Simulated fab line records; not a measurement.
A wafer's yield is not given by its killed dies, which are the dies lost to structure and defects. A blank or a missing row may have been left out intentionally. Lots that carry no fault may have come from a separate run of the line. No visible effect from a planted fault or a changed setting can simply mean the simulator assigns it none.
A struck lot beside a sound one || flow sky130 || 16 out of 708 route steps
Sound: the wafers L703.1, L703.2, L703.4. Struck: wafer L716.2. (L716.1, L716.4 of the same lot were not struck and are left out.) The cause comes at the end.
For every step that has rows: the tool of each side, followed by ch and its chambers, followed by its first start. Under that, the readings that differ: sound wafers || struck wafers || difference of the means || sigmas: that difference in standard deviations of wafers without a fault.
alike: same words and numbers on both sides, and readings whose means sit less than 2 such deviations apart. not compared: any withheld reading, any reading some wafer has no value for, any bound like >300 that may hide the same value, and any number with overlapping values for which the record gives no deviation.
Wherever a step has rows on one side only, a row that says differs or no value, or a row with sigmas, the two part there. Numbers that don't overlap but have no deviation are shown without sigmas and don't part them. A reading that every wafer of one side lacks parts them only if that side has two wafers or more.

SKY_VIA3_BOW_MEAS_03:
  sound on film metro-02, day 39 13:41; struck on film metro-02, day 43 15:55
  alike: VIA3_BOW
then, 8 steps without rows for these wafers: SKY_VIA3_DEHYDRATE_04 (time 60 s); SKY_VIA3_HMDS_05 (prime time 60 s); SKY_VIA3_COAT_06 (resist thk 60 nm); SKY_VIA3_COAT_07 (resist thk 450 nm); SKY_VIA3_SOFTBAKE_08 (time 90 s); SKY_VIA3_EXPOSE_09 (exposes mask VIM3, target cd 200 nm); SKY_VIA3_PEB_10; SKY_VIA3_DEVELOP_11 (develop time 60 s).
SKY_VIA3_CD_MEAS_12 targets a cd of 200 nm.
  sound on cd sem-01, day 40 13:37; struck on cd sem-02, day 44 13:40
  alike: cd nm
SKY_VIA3_OVL_MEAS_13:
  sound on overlay-01, day 40 13:44; struck on overlay-01, day 44 13:47
  alike: VIA3_OVL
SKY_VIA3_ETCH_14: etches BARC in N2/H2, stops on SiO2, time 45.9 s, target depth 60 nm.
  sound on rie diel-03 ch 0,1,2, day 40 13:47; struck on rie diel-01 ch 1, day 44 13:49
{"reading": "rf hours counter h (h)", "sound": "8 9 20", "struck": 3, "difference": -9, "sigmas": ""}
{"reading": "run length s (s)", "sound": "74.1 74.7 73.9", "struck": 73.3, "difference": -0.9, "sigmas": -3}
  alike: chamber pressure mTorr, drypump motor current A, oes product au, throttle valve pct
SKY_VIA3_ETCH_15: etches SiO2 in C4F8/O2/Ar, stops on TiN, target depth 507 nm, time 78 s.
  sound on rie diel-03 ch 0,1,2, day 40 13:49; struck on rie diel-01 ch 1, day 44 13:52
{"reading": "oes product au (a.u.)", "sound": "0.939 0.949 0.947", "struck": 1.006, "difference": "+0.061", "sigmas": "+13"}
{"reading": "run length s (s)", "sound": "106.3 106.4 106.1", "struck": 91.2, "difference": -15.1, "sigmas": -49}
{"reading": "model.etch.depth nm (nm)", "sound": "464.1 464.8 464.4", "struck": 420.8, "difference": -43.6, "sigmas": ""}
{"reading": "model.VIA3.feature depth nm (nm)", "sound": "464.1 464.8 464.4", "struck": 420.8, "difference": -43.6, "sigmas": ""}
{"reading": "model.KrF-thick_of_VIA3_COAT_07.thk nm (nm)", "sound": "292 291.8 290.3", "struck": 305.9, "difference": "+14.5", "sigmas": ""}
  alike: chamber pressure mTorr
SKY_VIA3_STRIP_16: strips in O2/N2.
  sound on plasma asher-02 ch 0,1, day 40 13:53; struck on plasma asher-02 ch 1, day 44 13:55
{"reading": "strip time to endpoint s (s)", "sound": "4.130 4.153 4.103", "struck": 4.282, "difference": "+0.153", "sigmas": "+7"}
  alike: chamber pressure mTorr, drypump motor current A, o2 flow sccm, oes product au
  not compared: rf hours counter h
then, 1 step without rows for these wafers: SKY_VIA3_STRIP_17 (strips in post etch residue remover, time 1200 s).
-- the record jumps here: 5 days lie between the struck wafers' starts before and after (it left off in module VIA3 and takes up again in module PAD_OPEN, whose first step shown is number 708 of the route) --
SKY_PAD_OPEN_PROBE_99:
  sound on prober-02, day 46 12:33; struck on prober-02, day 49 19:09
{"reading": "defect limited yield (%)", "sound": "84.8 84.3 85.0", "struck": 79.5, "difference": -5.2, "sigmas": -3}
{"reading": "killed at front end", "sound": "16 13 12", "struck": 25, "difference": "+11", "sigmas": "+3"}
{"reading": "killed dies", "sound": "75 77 74", "struck": 101, "difference": "+26", "sigmas": "+3"}
{"reading": "killed open", "sound": "43 50 42", "struck": 62, "difference": "+17", "sigmas": "+2"}
{"reading": "model.etest.tester.sort n pass", "sound": "417 415 418", "struck": 1, "difference": -416, "sigmas": ""}
{"reading": "model.etest.tester.sort_bin_5_pct (%)", "sound": "7.927 10.98 8.13", "struck": 90.85, "difference": "+81.84", "sigmas": ""}
{"reading": "model.etest.tester.sort yield pct (%)", "sound": "84.76 84.35 84.96", "struck": 0.2033, "difference": -84.4867, "sigmas": ""}
{"reading": "model.etest.nfet_01v8_turned.open", "sound": "0 0 0", "struck": 1, "difference": "+1", "sigmas": ""}
{"reading": "model.etest.field n.open", "sound": "0 0 0", "struck": 1, "difference": "+1", "sigmas": ""}
{"reading": "model.etest.cap li to well.open", "sound": "0 0 0", "struck": 1, "difference": "+1", "sigmas": ""}
{"reading": "model.etest.licon to gate.open", "sound": "0 0 0", "struck": 1, "difference": "+1", "sigmas": ""}
{"reading": "model.etest.diode ndiff pwell hv.under floor", "sound": "0 0 0", "struck": 1, "difference": "+1", "sigmas": ""}
  alike: killed_at_M0_to_M3, killed_at_M4_up, killed at contacts, killed at other, killed short

== WHERE THEY PART ==
First at SKY_VIA3_ETCH_14; last, within this record, at SKY_PAD_OPEN_PROBE_99.

WHY: the cause the simulator had injected
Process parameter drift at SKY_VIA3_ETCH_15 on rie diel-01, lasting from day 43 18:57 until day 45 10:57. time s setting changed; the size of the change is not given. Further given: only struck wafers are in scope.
